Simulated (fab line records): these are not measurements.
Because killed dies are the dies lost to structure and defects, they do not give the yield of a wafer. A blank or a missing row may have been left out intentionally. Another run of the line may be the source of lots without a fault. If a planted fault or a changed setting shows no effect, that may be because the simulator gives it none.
The same fault as seen by 2 desks -- flow gf180mcu -- each desk has only its own numbers; what lay behind them comes last

## THE TOOL OWNER'S DESK: litho-track-03
The tool's own readings at GF_PSD_DEVELOP_06 (develop time 60 s): means of the sampled wafers that have a number, for each lot that ran on this tool. Marked OUT: a lot whose mean sits more than 4 standard deviations from the usual mean, which makes it out of limits; the brackets give that distance.
Columns: A = chill-plate-temp-C at GF_PSD_DEVELOP_06, usual 23.00 C
lot,first seen here,A
L503,day 16 16:16,23.08
L504,day 17 01:16,22.83
L505,day 17 05:31,23.00
L507,day 18 00:11,23.11
L512,day 19 18:46,23.10
L519,day 22 00:50,23.05
Finding of this desk: none of the 6 lots has anything out of limits.

## METROLOGY DESK
Lot by lot, what the gauges showed, no matter which tool ran the lot: averages of those sampled wafers that carry a number. Marked OUT: a lot whose mean sits more than 4 standard deviations from the usual mean, which makes it out of limits; the brackets give that distance.
Columns: A = cd-nm at GF_PSD_CD_MEAS_07, usual 399.9 nm
lot,first seen here,A
L502,day 16 09:51,403.6
L503,day 16 16:25,401.4
L504,day 17 01:25,400.1
L505,day 17 05:40,400.6
L506,day 17 17:43,401.2
L507,day 18 00:20,398.1
L510,day 19 02:17,399.6
L512,day 19 18:55,401.4
L513,day 20 00:56,398.8
L519,day 22 00:59,407.6
L522,day 23 00:10,399.0
L524,day 23 13:53,402.3
Finding of this desk: none of the 12 lots has anything out of limits.

## BROUGHT TOGETHER
The desk of the tool owner found nothing out of limits.
From the metrology desk's view, nothing was out of limits.

## WHAT THE SIMULATOR HAD PUT IN
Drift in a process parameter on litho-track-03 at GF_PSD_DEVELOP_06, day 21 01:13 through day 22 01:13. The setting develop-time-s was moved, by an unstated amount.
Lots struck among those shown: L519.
